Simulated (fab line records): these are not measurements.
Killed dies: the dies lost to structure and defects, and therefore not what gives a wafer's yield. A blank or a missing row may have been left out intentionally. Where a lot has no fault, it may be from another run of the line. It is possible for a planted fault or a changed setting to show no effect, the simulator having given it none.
fab line records	flow gf180mcu
record: lots: 11	wafers: 32	last-day: 34
route steps=602 shown V5@541 TOP_METAL@576 PASSIVATION@599
lots that met no fault: from a run of the same line without faults
start-h: the number of hours between the record's first day and the start of the first shown wafer of the lot	wait-h: how many hours have passed since the lot's step before this one	" identical to the entry in the row above	L1.1+2: one row covering several wafers at once	- no value, or no start was given	* or withheld: withheld	< > ~ a bound
route shown NAME@n: names a module that has steps shown in the file, with the first one's number in the route	usual: mean/standard deviation taken from wafers without a fault	same: alike in all rows	chamber/n: place in a boat	sites: readings site by site	_std_site: their standard deviation	_edge_site: inner sites' mean taken away from outer sites' mean	radius-mm: for every site, how far away it sits from the centre of the wafer	mask NAME#n: copy n	behind: the most recent tool/chamber to have shaped the wafer	hold: what put the lot on hold/how long, in hours/how the hold closed	device: whichever transistor did not switch (one of n, p or np)	end of line: the tests these same wafers got at the end of their route	a step with no rows: only its recipe	killed: dies lost to structure and defects at the first sort, not the wafer's yield	map: per-die view of a wafer (x killed, . not killed, _ where there is no die)
set.NAME: the setting that was run; set.NAME@STEP: the one run at that earlier step	model.NAME: the simulator's own value behind a step, which no gauge read
a sample of lots followed through the steps of the route, with each step as a table and each wafer as a row
services: from which hour (start-h, from the record's first day; less than 0 if before it) a tool's chamber was out of use, for how many hours, and why
== steps ==
step: GF_V5_THK_MEAS_01
recipe: reads: SiO2_of_V5_CVD_00
usual: V5_CVD_00_THK: 299/5.1
lot.wafer	tool	chamber	start-h	wait-h	V5_CVD_00_THK[nm]
L345.2	film-metro-01	-	607.64	0.0	301
L345.4	"	-	"	"	305
L345.5	"	-	"	"	304
L347.1	film-metro-02	-	626.37	0.0	300
L347.2	"	-	"	"	294
L347.5	"	-	"	"	297
L349.1	film-metro-02	-	639.25	0.0	296
L349.4	"	-	"	"	296
L349.5	"	-	"	"	297
L350.1	film-metro-01	-	645.70	0.0	302
L350.5	"	-	"	"	298
L350.6	"	-	"	"	302
L352.3	film-metro-03	-	660.24	0.0	290
L352.5	"	-	"	"	289
L352.6	"	-	"	"	289
L353.2	film-metro-01	-	668.30	0.0	304
L353.3	"	-	"	"	305
L353.6	"	-	"	"	302
L354.2	film-metro-01	-	676.97	0.0	301
L354.5	"	-	"	"	303
L354.6	"	-	"	"	301
L361.1	film-metro-02	-	727.93	0.0	298
L361.2	"	-	"	"	294
L365.1	film-metro-02	-	743.84	0.0	298
L365.3	"	-	"	"	300
L365.4	"	-	"	"	300
L366.3	film-metro-02	-	750.98	0.0	307
L366.4	"	-	"	"	309
L366.5	"	-	"	"	302
L367.3	film-metro-03	-	758.41	0.0	300
L367.5	"	-	"	"	304
L367.6	"	-	"	"	304
step: GF_V5_ETCH_16
recipe: chemistry: N2/H2	target-depth-a: withheld	overetch-a: withheld	time-s: withheld	target: BARC	ion-energy-ev: 200	source-w: 500	bias-w: 100	pressure-mtorr: 30	n2-flow-sccm: 100	h2-flow-sccm: 200
usual: drypump-motor-current-A: 5.60/0.29	oes-product-au: 0.854/0.0047	rf-fwd-power-W: 494.0/2.4	throttle-valve-pct: 13.225/0.0098
lot.wafer	tool	chamber	start-h	wait-h	drypump-motor-current-A	oes-product-au	rf-fwd-power-W	throttle-valve-pct
L345.2	rie-diel-03	0	629.15	0.0	5.88	0.847	494.2	13.219
L345.4	"	1	"	"	5.67	0.854	492.8	13.229
L345.5	"	0	"	"	5.86	0.855	494.9	13.239
L347.1	rie-diel-03	3	646.56	0.0	5.85	0.859	495.3	13.229
L347.2	"	0	"	"	5.90	0.845	493.1	13.215
L347.5	"	3	"	"	5.85	0.855	494.9	13.228
L349.1	rie-diel-03	0	659.10	0.0	5.84	0.856	494.6	13.236
L349.4	"	3	"	"	5.88	0.852	493.4	13.234
L349.5	"	0	"	"	5.86	0.854	491.1	13.224
L350.1	rie-diel-01	0	665.39	0.0	5.00	0.846	495.7	13.231
L350.5	"	1	"	"	5.65	0.847	495.9	13.219
L350.6	"	2	"	"	5.50	0.857	497.1	13.243
L352.3	rie-diel-03	3	680.04	0.0	5.87	0.857	495.9	13.224
L352.5	"	0	"	"	5.86	0.857	493.2	13.217
L352.6	"	1	"	"	5.64	0.856	494.2	13.228
L353.2	rie-diel-01	2	688.11	0.0	5.53	0.858	493.5	13.241
L353.3	"	1	"	"	5.64	0.855	495.2	13.219
L353.6	"	3	"	"	6.14	0.864	489.8	13.224
L354.2	rie-diel-01	3	696.59	0.0	6.10	0.854	492.4	13.225
L354.5	"	1	"	"	5.65	0.844	496.0	13.223
L354.6	"	0	"	"	5.01	0.863	496.2	13.234
L361.1	rie-diel-03	0	745.46	0.0	5.87	0.857	494.0	13.233
L361.2	"	1	"	"	5.65	0.859	494.6	13.217
L365.1	rie-diel-04	0	760.94	0.0	5.26	0.844	493.5	13.213
L365.3	"	1	"	"	5.46	0.857	491.4	13.242
L365.4	"	2	"	"	5.66	0.860	487.9	13.226
L366.3	rie-diel-03	0	767.34	0.0	5.88	0.852	493.4	13.226
L366.4	"	3	"	"	5.86	0.852	492.3	13.224
L366.5	"	1	"	"	5.67	0.862	494.3	13.228
L367.3	rie-diel-04	3	774.81	0.0	5.52	0.855	491.0	13.221
L367.5	"	1	"	"	5.46	0.853	488.8	13.228
L367.6	"	2	"	"	5.63	0.859	489.9	13.223
step: GF_TOP_METAL_COAT_09
recipe: resist: NOVOLAK	spin-rpm: 3000	resist-thk-nm: 1500
usual: resist-line-temp-C: 22.98/0.1
lot.wafer	tool	chamber	start-h	wait-h	resist-line-temp-C
L345.2	litho-track-04	0	640.91	0.1	22.93
L345.4	"	0	"	"	23.00
L345.5	"	0	"	"	23.05
L347.1	litho-track-04	0	658.49	0.1	23.00
L347.2	"	0	"	"	23.05
L347.5	"	0	"	"	22.90
L349.1	litho-track-02	0	670.60	0.1	23.06
L349.4	"	0	"	"	23.21
L349.5	"	0	"	"	22.97
L350.1	litho-track-01	0	676.15	0.1	22.86
L350.5	"	0	"	"	22.79
L350.6	"	0	"	"	22.76
L352.3	litho-track-01	0	690.70	0.1	22.95
L352.5	"	0	"	"	22.86
L352.6	"	0	"	"	22.90
L353.2	litho-track-02	0	699.07	0.1	23.18
L353.3	"	0	"	"	22.99
L353.6	"	0	"	"	22.91
L354.2	litho-track-04	0	707.11	0.1	22.82
L354.5	"	0	"	"	22.81
L354.6	"	0	"	"	22.96
L361.1	litho-track-04	0	755.68	0.1	23.00
L361.2	"	0	"	"	23.01
L365.1	litho-track-02	0	770.30	0.1	22.90
L365.3	"	0	"	"	22.88
L365.4	"	0	"	"	23.00
L366.3	litho-track-01	0	776.80	0.1	22.98
L366.4	"	0	"	"	22.97
L366.5	"	0	"	"	23.06
L367.3	litho-track-02	0	783.64	0.1	22.84
L367.5	"	0	"	"	23.03
L367.6	"	0	"	"	22.97
step: GF_TOP_METAL_STRIP_17
recipe: chemistry: O2/N2	power-w: 1400	pressure-mtorr: 1500	platen-temp-c: 250	o2-flow-sccm: 3000	n2-flow-sccm: 300	overash-fraction: 0.5
usual: drypump-motor-current-A: 5.7/0.45	heater-power-w: 320/21	oes-product-au: 0.711/0.0046	strip-time-to-endpoint-s: 13.02/0.084
lot.wafer	tool	chamber	start-h	wait-h	drypump-motor-current-A	heater-power-w	oes-product-au	rf-hours-counter-h	strip-time-to-endpoint-s
L345.2	plasma-asher-04	1	651.28	0.1	5.0	299	0.719	58	12.94
L345.4	"	1	"	"	4.9	298	0.703	-	13.10
L345.5	"	1	"	"	4.9	295	0.713	-	13.14
L347.1	plasma-asher-02	0	668.33	0.1	5.6	337	0.710	87	13.04
L347.2	"	1	"	"	5.6	346	0.716	87	13.03
L347.5	"	0	"	"	5.6	343	0.721	-	13.04
L349.1	plasma-asher-02	0	681.09	0.1	5.6	350	0.712	88	12.98
L349.4	"	1	"	"	5.6	333	0.702	-	12.91
L349.5	"	1	"	"	5.6	342	0.712	-	12.96
L350.1	plasma-asher-04	0	686.13	0.3	6.3	339	0.709	61	13.12
L350.5	"	1	"	"	5.0	305	0.709	-	13.07
L350.6	"	0	"	"	6.2	328	0.723	-	13.07
L352.3	plasma-asher-04	0	700.97	0.2	6.3	325	0.711	-	13.07
L352.5	"	0	"	"	6.3	329	0.708	-	13.09
L352.6	"	1	"	"	4.9	299	0.714	-	12.99
L353.2	plasma-asher-01	0	708.70	0.1	6.0	275	0.708	110	13.10
L353.3	"	1	"	"	5.8	348	0.718	-	13.04
L353.6	"	1	"	"	5.8	335	0.708	-	13.05
L354.2	plasma-asher-01	1	716.88	0.1	5.9	345	0.714	111	12.97
L354.5	"	0	"	"	6.0	279	0.719	-	12.90
L354.6	"	1	"	"	5.8	335	0.715	-	13.01
L361.1	plasma-asher-04	1	763.58	0.1	4.9	294	0.713	69	12.71
L361.2	"	0	"	"	6.3	329	0.707	69	13.11
L365.1	plasma-asher-02	0	778.64	0.1	5.6	338	0.711	99	13.02
L365.3	"	1	"	"	5.6	343	0.715	-	13.09
L365.4	"	0	"	"	5.6	338	0.714	-	13.13
L366.3	plasma-asher-02	0	784.67	0.2	5.6	341	0.709	-	12.95
L366.4	"	1	"	"	5.6	339	0.718	-	13.05
L366.5	"	0	"	"	5.6	336	0.709	-	12.93
L367.3	plasma-asher-01	0	791.81	0.1	6.0	293	0.709	-	13.01
L367.5	"	0	"	"	5.9	297	0.711	-	13.04
L367.6	"	1	"	"	5.8	320	0.715	-	12.99
step: GF_PASSIVATION_STRIP_12
recipe: chemistry: O2/N2	power-w: 1400	pressure-mtorr: 1500	platen-temp-c: 250	o2-flow-sccm: 3000	n2-flow-sccm: 300	overash-fraction: 0.5
usual: drypump-motor-current-A: 5.8/0.34	heater-power-w: 311/14	oes-product-au: 0.718/0.0042	strip-time-to-endpoint-s: 33.01/0.28
lot.wafer	tool	chamber	start-h	wait-h	drypump-motor-current-A	heater-power-w	oes-product-au	rf-hours-counter-h	strip-time-to-endpoint-s
L345.2	plasma-asher-04	0	670.87	0.1	6.2	325	0.716	60	32.72
L345.4	"	1	"	"	4.9	299	0.726	-	33.11
L345.5	"	1	"	"	4.9	294	0.720	-	33.40
L347.1	plasma-asher-01	0	688.61	0.1	6.0	280	0.718	108	32.49
L347.2	"	1	"	"	5.8	342	0.722	108	33.04
L347.5	"	0	"	"	6.0	278	0.710	-	33.05
L349.1	plasma-asher-03	0	700.87	0.1	6.0	314	0.720	27	33.16
L349.4	"	0	"	"	6.0	312	0.714	-	32.99
L349.5	"	1	"	"	5.8	306	0.709	-	33.12
L350.1	plasma-asher-03	0	705.72	0.1	6.0	312	0.727	27	33.05
L350.5	"	1	"	"	5.9	316	0.721	-	33.02
L350.6	"	0	"	"	6.0	317	0.715	-	33.20
L352.3	plasma-asher-03	0	719.45	0.2	6.0	308	0.721	-	33.09
L352.5	"	1	"	"	5.8	312	0.724	-	33.15
L352.6	"	0	"	"	6.0	314	0.725	-	33.15
L353.2	plasma-asher-01	0	727.10	0.1	6.0	277	0.714	113	32.89
L353.3	"	0	"	"	6.0	276	0.714	-	33.01
L353.6	"	1	"	"	5.9	342	0.715	-	33.02
L354.2	plasma-asher-03	1	734.86	0.1	5.8	314	0.719	30	33.00
L354.5	"	0	"	"	6.0	309	0.725	-	33.07
L354.6	"	1	"	"	5.8	317	0.719	-	32.46
L361.1	plasma-asher-03	0	780.85	0.1	6.0	310	0.716	35	32.68
L361.2	"	1	"	"	5.8	310	0.715	35	32.53
L365.1	plasma-asher-04	0	795.05	0.1	6.2	333	0.719	72	32.96
L365.3	"	0	"	"	6.3	325	0.719	-	33.29
L365.4	"	1	"	"	4.9	307	0.724	-	33.49
L366.3	plasma-asher-01	1	800.65	0.2	5.9	319	0.717	-	33.36
L366.4	"	0	"	"	6.0	292	0.713	-	33.29
L366.5	"	0	"	"	6.0	291	0.718	-	33.27
L367.3	plasma-asher-01	0	807.90	0.2	6.0	290	0.720	-	32.82
L367.5	"	1	"	"	5.8	315	0.717	-	32.84
L367.6	"	0	"	"	6.0	291	0.707	-	32.97
== services ==
tool	chamber	start-h	hours	kind
rie-diel-01	3	607.90	5.7	repair
rie-diel-03	-	623.72	0.2	repair
plasma-asher-03	-	642.83	2.8	pm
rie-diel-01	1	660.52	4.0	repair
rie-diel-03	-	660.66	15.6	pm
rie-diel-04	-	682.16	1.1	repair
plasma-asher-04	-	688.10	0.8	repair
rie-diel-01	3	690.21	3.9	repair
rie-diel-04	0	691.18	3.6	repair
plasma-asher-04	-	706.87	8.4	repair
rie-diel-01	3	709.52	15.3	repair
rie-diel-04	3	716.15	4.0	repair
rie-diel-01	0	725.22	5.9	repair
plasma-asher-01	-	733.75	9.0	pm
plasma-asher-01	0	733.75	9.0	vent-cycle
plasma-asher-01	1	733.75	9.0	vent-cycle
plasma-asher-03	-	740.50	2.3	repair
plasma-asher-01	0	742.75	-	clean
rie-diel-03	3	743.46	8.1	repair
rie-diel-03	-	743.70	1.3	repair
rie-diel-03	0	751.16	1.7	repair
plasma-asher-03	-	768.73	1.2	repair
rie-diel-03	2	783.14	3.5	repair
plasma-asher-03	-	784.40	3.0	repair
== key ==
first-sign: step: GF_TOP_METAL_STRIP_17	reading: strip-time-to-endpoint-s	direction: down	sigmas: 3.6	usual: *	struck: *
effect none on later readings
met-at GF_TOP_METAL_COAT_09
struck-lots L361
struck-wafers L361.1
not-acting-at GF_V5_THK_MEAS_01,GF_V5_ETCH_16,GF_PASSIVATION_STRIP_12
onset-between 707.11 755.68
fault: kind: process-parameter-drift	tool: litho-track-04	chamber: -	onset-h: 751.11	steps: GF_TOP_METAL_COAT_09	channel: resist-thk-nm	offset: *	shape: step	end-h: 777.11	scope: struck-wafers-only	acts-in: *	stated: *
